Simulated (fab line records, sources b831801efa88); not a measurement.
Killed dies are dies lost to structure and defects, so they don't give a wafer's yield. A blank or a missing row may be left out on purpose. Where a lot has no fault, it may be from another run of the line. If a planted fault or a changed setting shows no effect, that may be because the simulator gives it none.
The tool behind it: which one? + flow sky130 + 36 wafers from 12 lots sampled at 4 of the route's 708 steps

WHAT THE GAUGES SHOWED, per wafer
SKY_LDD_HVP_TW_MEAS_10.
| lot  | measured     | on            | LDD_HVP_TW        |
|------|--------------|---------------|-------------------|
| L732 | day 21 00:02 | film_metro-01 | 462.3 461.2 462.2 |
| L735 | day 22 09:47 | film_metro-04 | 460.1 462.5 459.8 |
| L736 | day 22 21:52 | film_metro-01 | 460.8 461.7 462.4 |
| L740 | day 24 10:53 | film_metro-04 | 461.7 462.2 461.2 |
| L739 | day 24 11:53 | film_metro-04 | 463.2 462.3 461.5 |
| L744 | day 25 22:19 | film_metro-04 | 464.1 464.4 463.9 |
| L745 | day 26 02:41 | film_metro-03 | 414.3 414.4 413.2 |
| L746 | day 26 10:34 | film_metro-03 | 411.6 411.9 413.8 |
| L749 | day 27 18:02 | film_metro-01 | 459.1 458.3 459.9 |
| L750 | day 27 19:10 | film_metro-01 | 459.9 460.5 459.4 |
| L753 | day 28 15:28 | film_metro-04 | 465.9 461.8 463.5 |
| L754 | day 29 04:10 | film_metro-04 | 461.2 464.4 462.6 |

SKY_POLY_CUT_CD_MEAS_08: the cd target is 270 nm.
| lot  | measured     | on        | cd_nm (nm)        |
|------|--------------|-----------|-------------------|
| L732 | day 23 15:13 | cd_sem-02 | 269.8 270.9 269.4 |
| L735 | day 24 23:38 | cd_sem-01 | 269.7 270.5 271.5 |
| L736 | day 25 11:34 | cd_sem-01 | 270.1 270.5 270.3 |
| L740 | day 26 23:07 | cd_sem-01 | 268.4 268.2 267.9 |
| L739 | day 27 00:37 | cd_sem-01 | 267.8 269.3 268.9 |
| L744 | day 28 12:16 | cd_sem-01 | 269.5 270.8 270.1 |
| L745 | day 28 16:42 | cd_sem-01 | 271.9 271.1 271.1 |
| L746 | day 29 01:21 | cd_sem-01 | 268.4 269.6 270.3 |
| L749 | day 30 04:53 | cd_sem-02 | 270.6 273.0 272.3 |
| L750 | day 30 06:38 | cd_sem-01 | 270.2 270.1 270.1 |
| L753 | day 31 01:21 | cd_sem-01 | 271.6 272.3 271.4 |
| L754 | day 31 16:16 | cd_sem-01 | 269.5 269.4 269.2 |

EACH LOT AND THE TOOL THAT RAN IT (in order: tool; ch and the chambers of the sampled wafers; start)
| lot  | SKY_RES_PROTECT_STRIP_07             | SKY_LDD_HVP_IMPLANT_08          |
|------|--------------------------------------|---------------------------------|
| L732 | plasma_asher-03 ch 0,1, day 14 18:52 | implanter-03 ch 0, day 20 23:48 |
| L735 | plasma_asher-03 ch 0,1, day 15 23:25 | implanter-02 ch 0, day 22 09:32 |
| L736 | plasma_asher-01 ch 0,1, day 16 11:13 | implanter-03 ch 0, day 22 21:37 |
| L740 | plasma_asher-03 ch 0,1, day 17 23:31 | implanter-01 ch 0, day 24 10:38 |
| L739 | plasma_asher-01 ch 0,1, day 17 23:37 | implanter-03 ch 0, day 24 11:39 |
| L744 | plasma_asher-04 ch 0, day 19 11:43   | implanter-01 ch 0, day 25 22:05 |
| L745 | plasma_asher-04 ch 0,1, day 19 15:58 | implanter-03 ch 0, day 26 02:26 |
| L746 | plasma_asher-03 ch 0, day 20 01:40   | implanter-03 ch 0, day 26 10:19 |
| L749 | plasma_asher-04 ch 0,1, day 21 08:34 | implanter-02 ch 0, day 27 17:47 |
| L750 | plasma_asher-03 ch 0,1, day 21 08:34 | implanter-02 ch 0, day 27 18:55 |
| L753 | plasma_asher-03 ch 0,1, day 22 06:10 | implanter-01 ch 0, day 28 15:13 |
| L754 | plasma_asher-04 ch 0,1, day 22 20:40 | implanter-02 ch 0, day 29 03:55 |
- SKY_RES_PROTECT_STRIP_07: strips in O2/N2.
- SKY_LDD_HVP_IMPLANT_08

WHAT THE TOOLS THEMSELVES READ (means of the sampled wafers that have a number; where no wafer has one, the mark that the record gives instead)
SKY_RES_PROTECT_STRIP_07.
| lot  | tool            | drypump_motor_current_A (A) | oes_product_au (a.u.) | strip_time_to_endpoint_s (s) |
|------|-----------------|-----------------------------|-----------------------|------------------------------|
| L732 | plasma_asher-03 | 5.8                         | 0.519                 | 23.26                        |
| L735 | plasma_asher-03 | 5.8                         | 0.519                 | 23.20                        |
| L736 | plasma_asher-01 | 5.8                         | 0.524                 | 23.28                        |
| L740 | plasma_asher-03 | 6.1                         | 0.519                 | 23.16                        |
| L739 | plasma_asher-01 | 6.0                         | 0.522                 | 23.22                        |
| L744 | plasma_asher-04 | 5.9                         | 0.515                 | 23.13                        |
| L745 | plasma_asher-04 | 5.7                         | 0.516                 | 23.18                        |
| L746 | plasma_asher-03 | 6.3                         | 0.516                 | 23.17                        |
| L749 | plasma_asher-04 | 5.5                         | 0.523                 | 23.19                        |
| L750 | plasma_asher-03 | 5.8                         | 0.519                 | 23.27                        |
| L753 | plasma_asher-03 | 6.1                         | 0.518                 | 23.25                        |
| L754 | plasma_asher-04 | 5.7                         | 0.519                 | 23.12                        |

SKY_LDD_HVP_IMPLANT_08.
| lot  | tool         | dose_ions_cm2 | faraday_current_uA |
|------|--------------|---------------|--------------------|
| L732 | implanter-03 | 1.7e+13       | 94.8               |
| L735 | implanter-02 | 1.7e+13       | 94.7               |
| L736 | implanter-03 | 1.7e+13       | 95.2               |
| L740 | implanter-01 | 1.7e+13       | 95.7               |
| L739 | implanter-03 | 1.7e+13       | 97.0               |
| L744 | implanter-01 | 1.7e+13       | 95.6               |
| L745 | implanter-03 | 1.2e+13       | 67.6               |
| L746 | implanter-03 | 1.2e+13       | 68.4               |
| L749 | implanter-02 | 1.7e+13       | 95.5               |
| L750 | implanter-02 | 1.7e+13       | 97.5               |
| L753 | implanter-01 | 1.7e+13       | 96.3               |
| L754 | implanter-02 | 1.7e+13       | 95.3               |

THE ANSWER, worked out from the rows above alone
Rule: the lots themselves supply what counts as usual. The widest of any qualifying gaps counts: lots, ordered by their means at a reading, are off when they make up no more than a third of the lots, leave a main group of 4 or more, and stand apart from it by 3 or more times the standard deviation of that group's means. A main group whose means are all the same, to the digits that the tables above print for the reading, isn't used. A lot without any number at a reading at which 4 lots or more have one is off too. Any other lot the step has rows for is counted as sound. Order of review: gauges by route order, followed by the tools' own readings, for which a lot's mean as printed above is used. The first step at which some lot is off is used, and at that step the reading that is off furthest; a lot without a number counts as furthest.
Off: at SKY_LDD_HVP_TW_MEAS_10 (LDD_HVP_TW), L745, L746. For the main group the mean is 461.8 and the standard deviation 1.5.
If a tool, at a process step before that reading, ran all the lots that are off and no sound lot after the first of them, it fits. The gauges at SKY_LDD_HVP_TW_MEAS_10 aren't tried: what is off there is off at SKY_LDD_HVP_IMPLANT_08 too, on other tools, and a gauge's error can't cause that. One fits: implanter-03 at SKY_LDD_HVP_IMPLANT_08. A fault onset in the window from L739 (day 24 11:39, its last sound lot) to L745 (day 26 02:26, its first lot off) fits.
The tool's own readings at SKY_LDD_HVP_IMPLANT_08 bear it out: on the lots that are off they differ by more than 5 times the standard deviation of the sound lots' means. dose_ions_cm2 reads 1.2e+13 there against 1.7e+13 on the sound lots; faraday_current_uA reads 68.0 there against 95.8 on the sound lots.

WHAT HAD BEEN PUT IN BY THE SIMULATOR
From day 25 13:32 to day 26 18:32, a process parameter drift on implanter-03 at SKY_LDD_HVP_IMPLANT_08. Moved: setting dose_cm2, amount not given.
Lots struck among those shown: L745, L746. Same finding as the rule above.
